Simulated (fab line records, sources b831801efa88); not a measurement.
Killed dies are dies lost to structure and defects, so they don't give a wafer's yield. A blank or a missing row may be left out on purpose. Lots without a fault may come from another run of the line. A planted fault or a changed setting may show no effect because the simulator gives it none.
A struck lot beside a sound one | flow gf180mcu | 13 steps out of a route of 602
Sound: wafers L152.4, L152.5, L152.6. Struck: wafers L143.1, L143.3, L143.5. The cause comes at the end.
At each step with rows: each side's tool, then ch and its chambers, then its first start. Under that, the readings that differ: sound wafers | struck wafers | difference of the means | sigmas: that difference in standard deviations of wafers without a fault.
alike: readings whose means differ by less than 2 such deviations, and words and numbers that are the same on both sides. not compared: withheld readings, readings that some wafer has no value for, bounds like >300 that may hide the same value, and numbers for which the record gives no deviation and whose values overlap.
The two part at a step that has a row with sigmas, a row that says differs or no value, or rows on one side only. Numbers that don't overlap but have no deviation are shown without sigmas and don't part them. A reading that every wafer of one side lacks parts them only if that side has two wafers or more.

first, 5 steps without rows for these wafers: GF_STI_WET_ETCH_17 (etches Si3N4 in H3PO4, target depth 45 nm, time 514 s); GF_STI_CLEAN_18 (cleans in SC1/SC2, time 150 s); GF_STI_CLEAN_19 (cleans in dHF, time 20 s); GF_STI_WET_ETCH_20 (etches SiO2 in dHF, target depth 20 nm, time 400 s); GF_STI_OXIDATION_21 (stabilise 600 s, purge 300 s, target thk 15 nm).
GF_STI_THK_MEAS_22:
  sound on film_metro-04, day 7 00:32; struck on film_metro-03, day 4 23:35
  alike: STI_OXIDATION_01_THK
then, 1 step without rows for these wafers: GF_STI_CVD_23 (deposits SiO2, target thk 650 nm, time 108.3 s).
GF_STI_THK_MEAS_24:
  sound on film_metro-04, day 7 00:41; struck on film_metro-04, day 4 23:44
  alike: STI_CVD_23_THK
GF_STI_CMP_25: polishes, stops on Si3N4, t overpolish 33 s, target thk 524.6 nm.
  sound on cmp-02 ch 1,2, day 7 00:46; struck on cmp-01 ch 0,1,2, day 4 23:47
  alike: motor_current_A, overpolish_run_s, time_to_endpoint_s
then, 3 steps without rows for these wafers: GF_STI_WET_ETCH_26 (etches SiO2 in dHF, target depth 94 nm, time 188 s); GF_STI_WET_ETCH_27 (etches Si3N4 in H3PO4, target depth 160 nm, time 1825 s); GF_STI_WET_ETCH_28 (etches SiO2 in dHF, target depth 20 nm, time 40 s).
GF_STI_OXIDATION_29: stabilise 600 s, purge 300 s, target thk 10 nm.
  sound on furnace-01 ch 0, day 7 02:31; struck on furnace-02, day 5 02:26
  no value came back on the struck wafers for ox_temp_c (C), ox_temp_c_max, tube_center_temp_C_max, zone_power_upper_pct (%); on the sound wafers ox_temp_c (C) reads 899.5 899.5 899.6

WHERE THEY PART
Only at GF_STI_OXIDATION_29, within this record.

WHY: what the simulator had put in
Skipped step whole: furnace-02, from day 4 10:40 on, at GF_STI_OXIDATION_29. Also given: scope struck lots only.
